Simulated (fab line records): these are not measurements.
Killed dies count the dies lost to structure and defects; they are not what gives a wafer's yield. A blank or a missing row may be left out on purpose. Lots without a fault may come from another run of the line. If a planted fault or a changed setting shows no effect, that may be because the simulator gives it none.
Which tool was responsible?	flow sky130	15 lots, 45 wafers sampled, at 1 step of a route of 708

== WHAT EACH GAUGE READ, for each wafer ==
SKY_LDD_P_OVL_MEAS_08. Usual: LDD_P_OVL gives -1.1 nm (standard deviation 1.3).
lot	measured	on	LDD_P_OVL (nm)	flag
L604	day 19 07:35	overlay-01	-1.5 -1.1 0.2	
L605	day 19 08:11	overlay-01	-2.4 -1.6 -1.6	
L606	day 20 01:11	overlay-01	1.1 0.2 1.7	
L612	day 22 04:26	overlay-01	1.7 0.8 -0.8	
L613	day 22 13:50	overlay-01	-2.1 -2.1 -1.9	
L614	day 22 20:50	overlay-02	-1.3 -1.2 -0.8	
L618	day 24 07:14	overlay-02	0.5 -1.2 -1.2	
L619	day 24 22:20	overlay-01	-3.1 -1.2 -1.9	
L620	day 25 04:17	overlay-01	-1.3 -0.9 -0.6	
L621	day 25 12:38	overlay-01	0.8 0.7 1.7	
L622	day 25 22:29	overlay-02	-2.8 -0.7 -2.4	
L623	day 26 01:33	overlay-01	-1.6 -2.1 -0.8	
L624	day 26 11:38	overlay-01	-2.9 -2.8 -3.0	
L625	day 26 19:50	overlay-01	-0.6 -1.5 -1.5	
L626	day 27 07:05	overlay-02	-0.8 -1.3 -0.2	

== TOOL THAT RAN EACH LOT (tool first, then ch and the chambers of the sampled wafers, then the start) ==
Before these readings, the record contains no process step.

== AS READ BY THE TOOLS THEMSELVES (means over the sampled wafers that have a number; for cases with no such wafer, the mark the record gives instead) ==
The record holds no such reading with a usual standard deviation.

== THE ANSWER, worked out from the rows above alone ==
Rule: a lot is off if the mean of its wafers that have a number lies more than 3 standard deviations from the usual mean. A lot without any number at a reading at which 4 lots or more have one is off too. Any other lot the step has rows for is counted as sound. The gauges are gone through in route order, then the tools' own readings, and for those a lot's mean is taken as printed above. At the first step where some lot is off, the reading lying furthest off is the one used; lots without a number count as furthest.
Across all readings shown, no lot is off: no conclusion can be drawn from this.

== WHAT THE SIMULATOR HAD INSERTED ==
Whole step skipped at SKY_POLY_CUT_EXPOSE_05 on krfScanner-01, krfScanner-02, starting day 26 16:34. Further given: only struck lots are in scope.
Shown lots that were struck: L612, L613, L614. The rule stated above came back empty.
